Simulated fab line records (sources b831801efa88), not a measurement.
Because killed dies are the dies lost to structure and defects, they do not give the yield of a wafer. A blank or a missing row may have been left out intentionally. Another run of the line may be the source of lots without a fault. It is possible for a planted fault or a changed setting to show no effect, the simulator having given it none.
fab line records	flow sky130
record lots=13	wafers=39	lastDay=50
route steps=708 shown NWELL@67 VT_ADJUST_HVTR@139 VT_ADJUST_PCH@152 GATE_OXIDE@200
lots that met no fault: from a run of the same line without faults
startH: the number of hours between the record's first day and the start of the first shown wafer of the lot	waitH: hours elapsed since this lot's preceding step	" the same as in the row above	L1.1+2: one row covering several wafers at once	- value missing, or start not given	* or withheld: withheld	< > ~ a bound
route shown NAME@n: a module of which the file shows steps, and the number in the route of the first	usual: mean/standard deviation taken from wafers without a fault	same: alike in all rows	chamber/n: place in a boat	sites: each site's reading	_std_site: the values' standard deviation	_edge_site: the outer-site mean with the inner-site mean subtracted	radiusMm: how far each site lies from the wafer's centre	mask NAME#n: copy n	behind: the tool/chamber that last shaped the wafer	hold: reason for holding the lot/hours on hold/outcome of the hold	device: whichever transistor did not switch (one of n, p or np)	end of line: at the end of the route, the tests of the same wafers	a step with no rows: only its recipe	killed: not the wafer's yield, but the dies lost to structure and defects at the first sort	map: the dies of a wafer, with x for killed, . for not killed, _ for no die there
set.NAME: setting as actually run; set.NAME@STEP: the setting as run at that earlier step	model.NAME: the simulator's own value behind a step, which no gauge read
the route's steps for a sample of lots (tables are steps, rows are wafers)
services: a tool's chamber out of use, with start hour (startH, from the record's first day; less than 0 if before it), hours out, and reason
## steps
# step SKY_NWELL_STRIP_14
# recipe chemistry=O2/N2	powerW=1400	pressureMtorr=1500	platenTempC=withheld	o2FlowSccm=3000	n2FlowSccm=300	overashFraction=0.5
# usual chamberPressureMTorr=1499.9/1.3	drypumpMotorCurrentA=5.7/0.38	oesProductAu=0.722/0.0048	stripTimeToEndpointS=36.91/0.11
lot.wafer	tool	chamber	startH	waitH	chamberPressureMTorr	drypumpMotorCurrentA	oesProductAu	rfHoursCounterH	stripTimeToEndpointS
L726.1	plasmaAsher-01	0	87.77	0.1	1502.8	6.3	0.714	37	37.10
L726.2	"	1	"	"	1499.5	5.4	0.732	37	37.02
L726.5	"	1	"	"	1499.2	5.4	0.726	-	37.02
L727.2	plasmaAsher-02	0	92.99	0.1	1499.7	5.6	0.723	42	37.02
L727.3	"	0	"	"	1498.4	5.6	0.727	-	37.07
L727.4	"	1	"	"	1499.2	5.8	0.711	-	36.96
L728.2	plasmaAsher-01	1	100.22	0.1	1501.5	5.4	0.720	38	37.08
L728.4	"	1	"	"	1497.6	5.4	0.726	-	37.09
L728.5	"	1	"	"	1500.4	5.4	0.714	-	37.10
L729.2	plasmaAsher-01	1	107.82	0.1	1501.1	5.4	0.722	39	36.85
L729.3	"	1	"	"	1500.7	5.4	0.721	-	36.77
L729.5	"	1	"	"	1497.9	5.4	0.721	-	36.80
L731.2	plasmaAsher-02	0	115.09	0.1	1497.3	5.6	0.721	44	36.87
L731.4	"	1	"	"	1500.0	5.7	0.723	-	36.97
L731.5	"	1	"	"	1498.6	5.8	0.722	-	36.94
L730.2	plasmaAsher-01	0	115.44	0.1	1499.3	6.4	0.721	40	36.82
L730.3	"	0	"	"	1498.0	6.3	0.721	-	36.95
L730.5	"	1	"	"	1501.8	5.4	0.718	-	36.98
L735.1	plasmaAsher-02	1	144.57	0.1	1500.3	5.8	0.715	47	36.93
L735.5	"	1	"	"	1501.0	5.8	0.711	-	36.94
L735.6	"	0	"	"	1500.8	5.6	0.719	-	36.85
L737.1	plasmaAsher-01	1	155.24	0.1	1498.6	5.4	0.729	44	36.70
L737.4	"	0	"	"	1499.6	6.3	0.719	-	36.78
L737.6	"	1	"	"	1499.9	5.4	0.716	-	36.62
L738.1	plasmaAsher-02	0	157.52	0.1	1502.1	5.6	0.902	48	-
L738.3	"	1	"	"	1498.5	5.8	0.897	-	-
L738.5	"	0	"	"	1497.8	5.6	0.893	-	-
L741.2	plasmaAsher-03	0	176.54	0.1	1500.2	5.0	0.724	37	36.87
L741.5	"	0	"	"	1500.7	5.0	0.730	-	36.72
L741.6	"	1	"	"	1499.7	6.0	0.724	-	36.86
L747.1	plasmaAsher-02	1	211.42	0.1	1498.9	5.8	0.724	54	36.82
L747.3	"	1	"	"	1501.2	5.8	0.714	-	36.75
L747.5	"	1	"	"	1503.1	5.8	0.716	-	36.79
L748.1	plasmaAsher-03	0	214.77	0.1	1501.2	5.1	0.733	42	37.05
L748.5	"	0	"	"	1498.6	5.1	0.722	-	37.04
L748.6	"	1	"	"	1501.6	6.0	0.713	-	37.07
L749.2	plasmaAsher-03	1	218.52	0.1	1501.0	6.0	0.716	43	36.77
L749.3	"	0	"	"	1499.3	5.0	0.718	-	36.96
L749.4	"	1	"	"	1498.4	6.0	0.739	-	36.96
# step SKY_NWELL_STRIP_25
# recipe chemistry=O2/N2	powerW=1400	pressureMtorr=1500	platenTempC=withheld	o2FlowSccm=3000	n2FlowSccm=300	overashFraction=0.5
# usual chamberPressureMTorr=1499.9/1.5	drypumpMotorCurrentA=5.7/0.44	oesProductAu=0.722/0.0046	stripTimeToEndpointS=36.85/0.13
lot.wafer	tool	chamber	startH	waitH	chamberPressureMTorr	drypumpMotorCurrentA	oesProductAu	rfHoursCounterH	stripTimeToEndpointS
L726.1	plasmaAsher-02	0	105.47	0.1	1500.4	5.6	0.726	43	36.86
L726.2	"	1	"	"	1499.9	5.8	0.728	43	36.95
L726.5	"	1	"	"	1500.7	5.7	0.729	-	36.85
L727.2	plasmaAsher-03	0	111.47	0.1	1499.6	5.0	0.723	30	36.88
L727.3	"	1	"	"	1499.6	6.0	0.729	-	36.96
L727.4	"	0	"	"	1498.4	5.1	0.722	-	36.90
L728.2	plasmaAsher-01	0	118.64	0.1	1500.1	6.3	0.723	40	36.71
L728.4	"	0	"	"	1499.0	6.4	0.720	-	36.82
L728.5	"	1	"	"	1500.6	5.4	0.712	-	36.78
L729.2	plasmaAsher-03	0	127.04	0.1	1499.9	5.1	0.726	32	37.01
L729.3	"	1	"	"	1501.4	6.0	0.719	-	37.15
L729.5	"	0	"	"	1499.0	5.0	0.720	-	37.04
L731.2	plasmaAsher-03	1	134.12	0.1	1499.9	6.0	0.724	33	36.76
L731.4	"	0	"	"	1500.3	5.1	0.723	-	36.80
L731.5	"	0	"	"	1499.8	5.0	0.727	-	36.89
L730.2	plasmaAsher-01	0	134.82	0.1	1499.1	6.3	0.718	41	36.91
L730.3	"	0	"	"	1501.0	6.3	0.722	-	36.85
L730.5	"	1	"	"	1500.3	5.4	0.716	-	36.81
L735.1	plasmaAsher-02	0	165.02	0.1	1498.1	5.7	0.722	49	37.03
L735.5	"	0	"	"	1497.0	5.6	0.720	-	37.06
L735.6	"	1	"	"	1497.9	5.8	0.726	-	36.94
L737.1	plasmaAsher-01	1	176.37	0.1	1500.3	5.4	0.718	46	36.64
L737.4	"	1	"	"	1500.0	5.4	0.723	-	36.51
L737.6	"	0	"	"	1499.1	6.4	0.727	-	36.63
L738.1	plasmaAsher-02	0	178.57	0.1	1499.5	5.6	0.733	50	69.07
L738.3	"	1	"	"	1502.9	5.8	0.725	-	69.12
L738.5	"	1	"	"	1498.0	5.8	0.731	-	69.19
L741.2	plasmaAsher-02	1	197.07	0.1	1501.2	5.8	0.720	52	36.65
L741.5	"	1	"	"	1498.2	5.8	0.723	-	36.67
L741.6	"	0	"	"	1499.5	5.6	0.731	-	36.76
L747.1	plasmaAsher-03	1	233.57	0.1	1500.3	6.0	0.719	45	36.94
L747.3	"	1	"	"	1498.7	6.0	0.725	-	36.97
L747.5	"	0	"	"	1499.5	5.1	0.724	-	36.93
L748.1	plasmaAsher-01	0	236.32	0.1	1502.0	6.4	0.720	52	37.03
L748.5	"	1	"	"	1500.4	5.4	0.723	-	37.01
L748.6	"	0	"	"	1500.7	6.3	0.723	-	37.00
L749.2	plasmaAsher-02	1	241.71	0.1	1501.8	5.8	0.729	59	36.82
L749.3	"	1	"	"	1500.3	5.8	0.718	-	36.89
L749.4	"	0	"	"	1499.6	5.6	0.716	-	36.86
# step SKY_NWELL_TW_MEAS_26
# usual NWELL_2_TW=494/9.5
lot.wafer	tool	chamber	startH	waitH	NWELL_2_TW
L726.1	filmMetro-01	-	105.57	0.1	485
L726.2	"	-	"	"	486
L726.5	"	-	"	"	484
L727.2	filmMetro-02	-	111.58	0.1	487
L727.3	"	-	"	"	487
L727.4	"	-	"	"	487
L728.2	filmMetro-04	-	118.75	0.1	503
L728.4	"	-	"	"	504
L728.5	"	-	"	"	504
L729.2	filmMetro-02	-	127.15	0.1	482
L729.3	"	-	"	"	481
L729.5	"	-	"	"	484
L731.2	filmMetro-01	-	134.23	0.1	485
L731.4	"	-	"	"	486
L731.5	"	-	"	"	486
L730.2	filmMetro-04	-	134.93	0.1	507
L730.3	"	-	"	"	505
L730.5	"	-	"	"	508
L735.1	filmMetro-04	-	165.12	0.1	505
L735.5	"	-	"	"	507
L735.6	"	-	"	"	508
L737.1	filmMetro-02	-	176.47	0.1	484
L737.4	"	-	"	"	486
L737.6	"	-	"	"	483
L738.1	filmMetro-04	-	178.67	0.1	31
L738.3	"	-	"	"	30
L738.5	"	-	"	"	30
L741.2	filmMetro-02	-	197.18	0.1	483
L741.5	"	-	"	"	481
L741.6	"	-	"	"	482
L747.1	filmMetro-01	-	233.67	0.1	488
L747.3	"	-	"	"	490
L747.5	"	-	"	"	490
L748.1	filmMetro-01	-	236.42	0.1	488
L748.5	"	-	"	"	488
L748.6	"	-	"	"	490
L749.2	filmMetro-04	-	241.82	0.1	507
L749.3	"	-	"	"	505
L749.4	"	-	"	"	503
# step SKY_VT_ADJUST_HVTR_OVL_MEAS_08
# usual VT_ADJUST_HVTR_OVL=1.2/1.3
lot.wafer	tool	chamber	startH	waitH	VT_ADJUST_HVTR_OVL[nm]
L726.1	overlay-01	-	205.82	0.1	0.2
L726.2	"	-	"	"	0.9
L726.5	"	-	"	"	3.1
L727.2	overlay-01	-	212.31	0.1	0.7
L727.3	"	-	"	"	2.5
L727.4	"	-	"	"	1.8
L728.2	overlay-02	-	221.26	0.1	-0.5
L728.4	"	-	"	"	-0.8
L728.5	"	-	"	"	0.5
L729.2	overlay-02	-	231.61	0.1	3.4
L729.3	"	-	"	"	1.9
L729.5	"	-	"	"	3.1
L731.2	overlay-01	-	239.66	0.1	-0.7
L731.4	"	-	"	"	-0.4
L731.5	"	-	"	"	-1.2
L730.2	overlay-02	-	239.83	0.1	3.7
L730.3	"	-	"	"	2.5
L730.5	"	-	"	"	3.2
L735.1	overlay-02	-	274.80	0.1	1.6
L735.5	"	-	"	"	2.9
L735.6	"	-	"	"	0.7
L737.1	overlay-02	-	291.50	0.1	1.0
L737.4	"	-	"	"	0.6
L737.6	"	-	"	"	1.2
L738.1	overlay-01	-	293.70	0.1	3.5
L738.3	"	-	"	"	2.9
L738.5	"	-	"	"	2.2
L741.2	overlay-01	-	316.36	0.1	2.3
L741.5	"	-	"	"	0.0
L741.6	"	-	"	"	3.4
L747.1	overlay-02	-	362.45	0.1	1.0
L747.3	"	-	"	"	0.2
L747.5	"	-	"	"	-0.7
L748.1	overlay-02	-	364.32	0.1	1.4
L748.5	"	-	"	"	0.8
L748.6	"	-	"	"	1.4
L749.2	overlay-01	-	370.64	0.1	1.8
L749.3	"	-	"	"	2.4
L749.4	"	-	"	"	2.9
# step SKY_VT_ADJUST_PCH_STRIP_09
# recipe chemistry=O2/N2	powerW=1400	pressureMtorr=1500	platenTempC=withheld	o2FlowSccm=3000	n2FlowSccm=300	overashFraction=0.5
# usual chamberPressureMTorr=1499.7/2.6	drypumpMotorCurrentA=5.80/0.29	oesProductAu=0.723/0.0047	stripTimeToEndpointS=36.95/0.089
lot.wafer	tool	chamber	startH	waitH	chamberPressureMTorr	drypumpMotorCurrentA	oesProductAu	rfHoursCounterH	stripTimeToEndpointS
L726.1	plasmaAsher-01	0	227.78	0.1	1498.6	6.37	0.725	51	37.04
L726.2	"	1	"	"	1501.6	5.42	0.719	51	36.95
L726.5	"	0	"	"	1500.5	6.37	0.723	-	36.94
L727.2	plasmaAsher-02	0	234.72	0.1	1501.8	5.64	0.723	58	36.84
L727.3	"	1	"	"	1500.6	5.81	0.726	-	36.92
L727.4	"	0	"	"	1499.4	5.58	0.728	-	36.87
L728.2	plasmaAsher-01	1	244.32	0.1	1500.4	5.42	0.722	53	36.90
L728.4	"	1	"	"	1498.3	5.41	0.725	-	36.97
L728.5	"	1	"	"	1499.0	5.39	0.724	-	36.87
L729.2	plasmaAsher-02	1	255.58	0.1	1501.1	5.75	0.733	60	37.01
L729.3	"	0	"	"	1499.0	5.58	0.729	-	37.05
L729.5	"	0	"	"	1501.2	5.57	0.721	-	37.04
L731.2	plasmaAsher-01	1	263.48	0.1	1501.2	5.42	0.722	55	36.97
L731.4	"	1	"	"	1498.1	5.41	0.722	-	36.98
L731.5	"	1	"	"	1500.4	5.42	0.719	-	36.96
L730.2	plasmaAsher-02	1	263.99	0.1	1500.8	5.82	0.722	61	36.87
L730.3	"	1	"	"	1500.0	5.83	0.723	-	36.87
L730.5	"	1	"	"	1499.8	5.83	0.721	-	36.81
L735.1	plasmaAsher-04	0	300.34	0.1	1500.7	5.96	0.717	11	36.93
L735.5	"	1	"	"	1499.2	5.66	0.725	-	36.95
L735.6	"	0	"	"	1499.6	5.96	0.725	-	36.90
L737.1	plasmaAsher-04	1	317.12	0.1	1499.3	5.68	0.715	13	36.92
L737.4	"	1	"	"	1499.6	5.70	0.723	-	36.89
L737.6	"	1	"	"	1501.5	5.67	0.732	-	37.08
L738.1	plasmaAsher-01	0	320.62	0.1	1500.6	6.36	0.723	61	36.94
L738.3	"	0	"	"	1498.6	6.37	0.723	-	37.03
L738.5	"	0	"	"	1498.8	6.35	0.724	-	36.95
L741.2	plasmaAsher-04	0	343.34	0.1	1498.5	5.98	0.721	15	36.90
L741.5	"	1	"	"	1502.3	5.64	0.724	-	36.99
L741.6	"	0	"	"	1501.7	5.99	0.729	-	37.02
L747.1	plasmaAsher-01	0	390.57	0.1	1502.0	6.35	0.720	67	37.09
L747.3	"	1	"	"	1499.6	5.39	0.722	-	37.06
L747.5	"	0	"	"	1497.3	6.35	0.725	-	36.93
L748.1	plasmaAsher-04	0	393.19	0.1	1499.4	5.99	0.726	20	36.96
L748.5	"	1	"	"	1500.7	5.68	0.720	-	36.86
L748.6	"	0	"	"	1499.8	5.95	0.721	-	36.91
L749.2	plasmaAsher-02	1	398.94	0.1	1500.6	5.85	0.715	75	36.87
L749.3	"	1	"	"	1501.7	5.87	0.732	-	36.91
L749.4	"	0	"	"	1500.0	5.59	0.722	-	37.10
# step SKY_GATE_OXIDE_STRIP_13
# recipe chemistry=O2/N2	powerW=1400	pressureMtorr=1500	platenTempC=withheld	o2FlowSccm=3000	n2FlowSccm=300	overashFraction=0.5
# usual chamberPressureMTorr=1500.1/1.4	drypumpMotorCurrentA=5.8/0.43	oesProductAu=0.716/0.0049	stripTimeToEndpointS=14.19/0.038
lot.wafer	tool	chamber	startH	waitH	chamberPressureMTorr	drypumpMotorCurrentA	oesProductAu	rfHoursCounterH	stripTimeToEndpointS
L726.1	plasmaAsher-04	1	310.22	0.0	1498.1	5.7	0.720	12	14.18
L726.2	"	0	"	"	1501.1	6.0	0.715	12	14.20
L726.5	"	0	"	"	1497.3	6.0	0.719	-	14.18
L727.2	plasmaAsher-01	0	317.44	0.0	1500.3	6.4	0.715	60	14.19
L727.3	"	1	"	"	1498.9	5.4	0.714	-	14.22
L727.4	"	0	"	"	1497.5	6.4	0.716	-	14.17
L728.2	plasmaAsher-01	1	326.92	0.0	1498.8	5.4	0.724	61	14.18
L728.4	"	0	"	"	1500.4	6.4	0.716	-	14.16
L728.5	"	0	"	"	1498.4	6.4	0.719	-	14.14
L729.2	plasmaAsher-01	1	340.82	0.0	1498.6	5.4	0.708	63	14.19
L729.3	"	1	"	"	1503.9	5.4	0.723	-	14.16
L729.5	"	1	"	"	1501.6	5.4	0.713	-	14.14
L731.2	plasmaAsher-04	0	348.72	0.0	1499.5	6.0	0.720	16	14.22
L731.4	"	0	"	"	1497.8	6.0	0.715	-	14.24
L731.5	"	1	"	"	1499.9	5.7	0.716	-	14.24
L730.2	plasmaAsher-01	1	354.04	0.0	1499.9	5.4	0.709	64	14.17
L730.3	"	1	"	"	1500.2	5.4	0.719	-	14.21
L730.5	"	1	"	"	1500.8	5.4	0.721	-	14.21
L735.1	plasmaAsher-04	0	394.19	0.0	1501.1	6.0	0.719	20	14.26
L735.5	"	1	"	"	1500.0	5.7	0.713	-	14.27
L735.6	"	0	"	"	1499.3	6.0	0.720	-	14.26
L737.1	plasmaAsher-04	1	409.57	0.0	1500.8	5.7	0.717	21	14.15
L737.4	"	1	"	"	1497.1	5.7	0.717	-	14.20
L737.6	"	1	"	"	1499.1	5.7	0.717	-	14.21
L738.1	plasmaAsher-01	0	414.09	0.0	1497.9	6.4	0.726	70	14.18
L738.3	"	0	"	"	1500.1	6.4	0.721	-	14.18
L738.5	"	0	"	"	1498.8	6.4	0.708	-	14.18
L741.2	plasmaAsher-03	0	444.49	0.0	1499.4	5.0	0.719	66	14.22
L741.5	"	0	"	"	1499.2	5.1	0.719	-	14.26
L741.6	"	1	"	"	1501.7	6.0	0.723	-	14.21
L747.1	plasmaAsher-03	1	493.39	0.0	1498.9	6.0	0.719	71	14.14
L747.3	"	0	"	"	1500.1	5.0	0.706	-	14.16
L747.5	"	0	"	"	1502.4	5.0	0.720	-	14.17
L748.1	plasmaAsher-04	0	494.81	0.0	1499.5	6.0	0.715	30	14.18
L748.5	"	0	"	"	1500.3	6.0	0.714	-	14.20
L748.6	"	1	"	"	1501.0	5.7	0.715	-	14.17
L749.2	plasmaAsher-01	0	497.18	0.0	1500.0	6.3	0.718	78	14.22
L749.3	"	0	"	"	1500.8	6.4	0.711	-	14.21
L749.4	"	1	"	"	1497.4	5.4	0.717	-	14.13
## services
tool	chamber	startH	hours	kind
plasmaAsher-03	-	90.71	2.8	pm
plasmaAsher-04	-	108.75	9.0	pm
plasmaAsher-04	0	108.75	9.0	ventCycle
plasmaAsher-04	1	108.75	9.0	ventCycle
plasmaAsher-03	-	115.91	0.9	repair
plasmaAsher-04	0	117.75	-	clean
plasmaAsher-04	1	117.75	-	clean
plasmaAsher-04	-	187.45	57.9	repair
plasmaAsher-01	-	206.61	5.0	repair
plasmaAsher-04	-	253.38	13.3	repair
plasmaAsher-02	-	294.22	3.1	repair
plasmaAsher-04	-	321.02	0.4	repair
plasmaAsher-04	-	352.44	2.8	pm
plasmaAsher-02	-	421.25	9.0	pm
plasmaAsher-02	0	421.25	9.0	ventCycle
plasmaAsher-02	1	421.25	9.0	ventCycle
plasmaAsher-02	0	430.25	-	clean
plasmaAsher-02	1	430.25	-	clean
plasmaAsher-03	-	484.67	0.5	repair
## key
firstSign step=SKY_NWELL_STRIP_14	reading=oesProductAu	direction=up	sigmas=37	usual=0.722	struck=0.897
effect step=SKY_NWELL_STRIP_25	reading=stripTimeToEndpointS	direction=up	sigmas=99+	usual=*	struck=*
effect step=SKY_NWELL_TW_MEAS_26	reading=NWELL_2_TW	direction=down	sigmas=49	usual=494	struck=30
metAt SKY_NWELL_STRIP_14
struckLots L738
sortLeftOut L738.1,L738.3,L738.5
testerLeftOut L738
notActingAt SKY_VT_ADJUST_HVTR_OVL_MEAS_08,SKY_VT_ADJUST_PCH_STRIP_09,SKY_GATE_OXIDE_STRIP_13
onsetBetween 144.57 157.52
fault kind=stripAborted	tool=plasmaAsher-02	chamber=-	onsetH=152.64	steps=SKY_NWELL_STRIP_14	offset=0.92579	endH=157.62
# testerLeftOut: of these lots the tester's yield and bins aren't shown, on N5 and GAA mostly nor the transistor test; their killed dies are dies lost to structure and defects alone, not to doping, threshold or leakage, so they don't give the yield
# sortLeftOut: the simulated sort isn't trusted on such a fault, so these wafers' sort isn't shown, and their yield isn't known
